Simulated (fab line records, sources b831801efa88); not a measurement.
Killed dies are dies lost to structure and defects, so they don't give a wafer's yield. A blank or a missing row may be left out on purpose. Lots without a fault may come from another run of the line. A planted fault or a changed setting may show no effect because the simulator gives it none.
A struck lot beside a sound one | flow sky130 | 15 steps out of a route of 708
Sound: wafers L626.2, L626.3, L626.6. Struck: wafer L636.3. (L636.5, L636.6 of the same lot were not struck and are left out.) The cause comes at the end.
At each step with rows: each side's tool, then ch and its chambers, then its first start. Under that, the readings that differ: sound wafers | struck wafers | difference of the means | sigmas: that difference in standard deviations of wafers without a fault.
alike: readings whose means differ by less than 2 such deviations, and words and numbers that are the same on both sides. not compared: withheld readings, readings that some wafer has no value for, bounds like >300 that may hide the same value, and numbers for which the record gives no deviation and whose values overlap.
The two part at a step that has a row with sigmas, a row that says differs or no value, or rows on one side only. Numbers that don't overlap but have no deviation are shown without sigmas and don't part them. A reading that every wafer of one side lacks parts them only if that side has two wafers or more.

first, 8 steps without rows for these wafers: SKY_POLY_GATE_DEHYDRATE_05 (time 60 s); SKY_POLY_GATE_HMDS_06 (prime time 60 s); SKY_POLY_GATE_COAT_07 (resist thk 110 nm); SKY_POLY_GATE_COAT_08 (resist thk 450 nm); SKY_POLY_GATE_SOFTBAKE_09 (time 90 s); SKY_POLY_GATE_EXPOSE_10 (exposes mask P1M, target cd 150 nm); SKY_POLY_GATE_PEB_11; SKY_POLY_GATE_DEVELOP_12 (develop time 60 s).
SKY_POLY_GATE_CD_MEAS_13: target cd 150 nm.
  sound on cd_sem-02, day 16 17:47; struck on cd_sem-01, day 20 20:15
  alike: cd_nm
SKY_POLY_GATE_OVL_MEAS_14:
  sound on overlay-01, day 16 17:54; struck on overlay-02, day 20 20:20
  alike: POLY_GATE_OVL
SKY_POLY_GATE_ETCH_15: etches BARC in N2/H2, stops on SiO2, time 118.5 s, target depth 110 nm.
  sound on rie_diel-02 ch 0,2,3, day 16 17:56; struck on rie_diel-02 ch 0, day 20 20:22
  alike: bias_w, drypump_motor_current_A, oes_product_au, throttle_valve_pct
  not compared: rf_hours_counter_h
SKY_POLY_GATE_ETCH_16: etches Si3N4 in CH3F/O2, stops on poly-Si, time 147.5 s, target depth 75 nm.
  sound on rie_diel-02 ch 0,2,3, day 16 18:01; struck on rie_diel-02 ch 0, day 20 20:27
  reading    | sound             | struck | difference | sigmas
  bias_w (W) | 80.48 79.93 79.92 | 79.21  | -0.90      | -3
  alike: drypump_motor_current_A, oes_product_au, throttle_valve_pct
  not compared: rf_hours_counter_h
SKY_POLY_GATE_ETCH_17: etches poly-Si in HBr/Cl2, stops on SiO2, target depth 180 nm, time 70.5 s.
  sound on rie_si-01 ch 0,1, day 16 18:07; struck on rie_si-02 ch 2, day 20 20:33
  reading                                    | sound                | struck | difference | sigmas
  bias_w (W)                                 | 100.25 99.90 100.25  | 112.40 | +12.27     | +51
  throttle_valve_pct (%)                     | 33.693 33.687 33.705 | 33.672 | -0.023     | -2
  model.SiO2_of_SONOS_ONO_CVD_04.thk_nm (nm) | 3.889 3.954 3.904    | 4.009  | +0.093     |
  alike: drypump_motor_current_A, oes_product_au
  not compared: rf_hours_counter_h
SKY_POLY_GATE_STRIP_18: strips in O2/N2.
  sound on plasma_asher-03 ch 0, day 16 18:10; struck on plasma_asher-03 ch 1, day 20 20:38
  reading                     | sound       | struck | difference | sigmas
  drypump_motor_current_A (A) | 6.1 6.1 6.1 | 5.1    | -1.0       | -2
  alike: oes_product_au, strip_time_to_endpoint_s
  not compared: rf_hours_counter_h
then, 1 step without rows for these wafers: SKY_PAD_OPEN_PROBE_99.

WHERE THEY PART
First at SKY_POLY_GATE_ETCH_16; last, within this record, at SKY_POLY_GATE_STRIP_18.

WHY: what the simulator had put in
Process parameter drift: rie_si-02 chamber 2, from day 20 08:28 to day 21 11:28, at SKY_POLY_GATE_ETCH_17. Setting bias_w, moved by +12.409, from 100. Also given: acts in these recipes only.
